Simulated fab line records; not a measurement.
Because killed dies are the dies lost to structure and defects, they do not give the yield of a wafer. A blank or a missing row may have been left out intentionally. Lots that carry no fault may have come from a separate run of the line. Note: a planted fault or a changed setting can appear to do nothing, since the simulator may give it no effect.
What tool caused it? -- flow sky130 -- 13 lots with 39 wafers sampled at 5 steps, on a route of 708 steps

## WHAT EACH GAUGE READ, for each wafer
SKY_NWELL_TW_MEAS_26.
lot,measured,on,NWELL_2_TW
L668,day 5 23:11,film_metro-03,493 492 494
L669,day 6 05:47,film_metro-02,498 494 495
L670,day 6 08:37,film_metro-02,494 493 492
L671,day 6 15:19,film_metro-02,491 496 495
L673,day 7 01:14,film_metro-01,495 499 497
L676,day 7 23:43,film_metro-03,493 495 494
L678,day 8 10:46,film_metro-01,497 496 500
L681,day 9 06:29,film_metro-01,497 499 496
L683,day 9 13:56,film_metro-02,498 501 498
L685,day 10 06:11,film_metro-02,499 502 500
L686,day 10 12:49,film_metro-03,491 492 491
L687,day 10 23:33,film_metro-03,494 493 495
L689,day 11 10:07,film_metro-03,494 495 491

SKY_VT_ADJUST_NCORE_CD_MEAS_07 targets a cd of 380 nm.
lot,measured,on,cd_nm (nm)
L668,day 9 09:34,cd_sem-01,380.9 380.2 378.5
L669,day 9 16:17,cd_sem-02,385.6 385.1 385.8
L670,day 9 20:39,cd_sem-02,381.0 379.0 379.0
L671,day 10 03:31,cd_sem-02,383.4 382.6 384.0
L673,day 10 15:13,cd_sem-02,379.7 377.1 377.8
L676,day 11 20:01,cd_sem-01,384.8 379.8 380.4
L678,day 12 07:55,cd_sem-01,379.1 376.8 376.6
L681,day 13 05:05,cd_sem-02,379.5 380.6 379.2
L683,day 13 14:57,cd_sem-01,378.1 381.8 381.0
L685,day 14 13:20,cd_sem-01,382.9 382.4 379.2
L686,day 14 17:23,cd_sem-01,383.1 384.0 383.5
L687,day 15 05:19,cd_sem-01,378.5 375.5 377.7
L689,day 15 18:56,cd_sem-01,380.6 381.1 380.2

SKY_SONOS_ONO_THK_MEAS_03.
lot,measured,on,SONOS_ONO_CVD_02_THK (nm)
L668,day 12 16:24,film_metro-04,10.39 10.34 10.34
L669,day 12 23:58,film_metro-04,10.34 10.35 10.23
L670,day 13 05:02,film_metro-01,10.55 10.47 10.56
L671,day 13 10:30,film_metro-04,10.51 10.56 10.48
L673,day 13 22:41,film_metro-02,10.83 10.80 10.79
L676,day 15 08:02,film_metro-04,8.24 8.10 8.20 8.24 8.11 8.22
L678,day 16 01:37,film_metro-04,8.05 8.07 8.11 7.99 8.14 8.04
L681,day 16 17:55,film_metro-01,8.37 8.23 8.28 8.40 8.20 8.28
L683,day 17 05:44,film_metro-02,8.39 8.39 8.20 8.36 8.38 8.30
L685,day 18 08:47,film_metro-01,10.38 10.49 10.38
L686,day 18 11:38,film_metro-02,10.58 10.57 10.49
L687,day 19 01:23,film_metro-01,10.45 10.48 10.57
L689,day 19 14:38,film_metro-04,10.68 10.47 10.49

SKY_GATE_OXIDE_OVL_MEAS_10.
lot,measured,on,GATE_OXIDE_OVL (nm)
L668,day 15 00:01,overlay-01,-1.2 -0.9 -0.8
L669,day 15 07:29,overlay-01,-0.8 -1.9 -3.3
L670,day 15 12:49,overlay-01,1.8 3.0 2.3
L671,day 15 19:35,overlay-01,-0.1 0.8 0.3
L673,day 16 09:44,overlay-01,-1.4 -1.1 -1.2
L676,day 17 18:33,overlay-01,-0.8 -0.1 -0.2
L678,day 19 03:12,overlay-01,0.8 0.7 0.5
L681,day 19 08:37,overlay-01,-1.5 -0.5 -0.3
L683,day 19 22:50,overlay-01,-1.0 -1.8 -1.4
L685,day 20 23:15,overlay-02,0.2 0.4 -1.0
L686,day 21 04:54,overlay-01,-1.2 -3.2 -1.6
L687,day 21 19:17,overlay-02,-1.4 -1.5 -1.3
L689,day 22 06:47,overlay-02,0.5 -0.1 2.1

## EACH LOT AND THE TOOL THAT RAN IT (in order: tool; ch and the chambers of the sampled wafers; start)
lot,SKY_SONOS_ONO_CVD_02
L668,"lpcvd-02 ch 1, day 12 15:21"
L669,"lpcvd-02 ch 0, day 12 22:55"
L670,"lpcvd-02 ch 0, day 13 03:58"
L671,"lpcvd-02 ch 1, day 13 08:55"
L673,"lpcvd-02 ch 0, day 13 21:38"
L676,"lpcvd-02 ch 0, day 15 06:58"
L678,"lpcvd-02 ch 0, day 16 00:32"
L681,"lpcvd-02 ch 0, day 16 16:52"
L683,"lpcvd-02 ch 0, day 17 04:40"
L685,"lpcvd-02 ch 1, day 18 07:44"
L686,"lpcvd-02 ch 1, day 18 10:34"
L687,"lpcvd-02 ch 1, day 19 00:20"
L689,"lpcvd-02 ch 1, day 19 13:35"
- SKY_SONOS_ONO_CVD_02: deposits Si3N4 from DCS/NH3, target thk 10.5 nm, time 180 s.

## AS READ BY THE TOOLS THEMSELVES (means over the sampled wafers that have a number; for cases with no such wafer, the mark the record gives instead)
SKY_SONOS_ONO_CVD_02.
lot,tool,pressure_mtorr (mTorr)
L668,lpcvd-02,250.5
L669,lpcvd-02,249.9
L670,lpcvd-02,250.0
L671,lpcvd-02,250.6
L673,lpcvd-02,249.5
L676,lpcvd-02,249.7
L678,lpcvd-02,250.1
L681,lpcvd-02,249.5
L683,lpcvd-02,250.1
L685,lpcvd-02,250.9
L686,lpcvd-02,249.7
L687,lpcvd-02,249.6
L689,lpcvd-02,250.7

## THE ANSWER, worked out from the rows above alone
Rule: the usual values come from the lots themselves. Put in order of their means at a reading, lots are off if they are a third of the lots or fewer, leave a main group of 4 or more, and stand apart from it by a gap of 3 or more times the standard deviation of the main group's means; of several such gaps the widest counts. Not used: any main group whose means are identical at the precision the tables above print for the reading. Also off: a lot with no number at a reading for which 4 or more lots have one. The other lots that the step has rows for count as sound. Order of review: gauges by route order, followed by the tools' own readings, for which a lot's mean as printed above is used. The first step at which some lot is off is used, and at that step the reading that is off furthest; a lot without a number counts as furthest.
Off: L676, L678, L681, L683, seen at SKY_SONOS_ONO_THK_MEAS_03 (SONOS_ONO_CVD_02_THK). The main group: mean 10.50 nm, standard deviation 0.14.
A tool fits if, at a process step before that reading, it ran every lot that is off, and no sound lot after the first of them. The gauges at SKY_SONOS_ONO_THK_MEAS_03 are tried like those tools. Not one of the candidates tried fits.

## WHAT THE SIMULATOR HAD PUT IN
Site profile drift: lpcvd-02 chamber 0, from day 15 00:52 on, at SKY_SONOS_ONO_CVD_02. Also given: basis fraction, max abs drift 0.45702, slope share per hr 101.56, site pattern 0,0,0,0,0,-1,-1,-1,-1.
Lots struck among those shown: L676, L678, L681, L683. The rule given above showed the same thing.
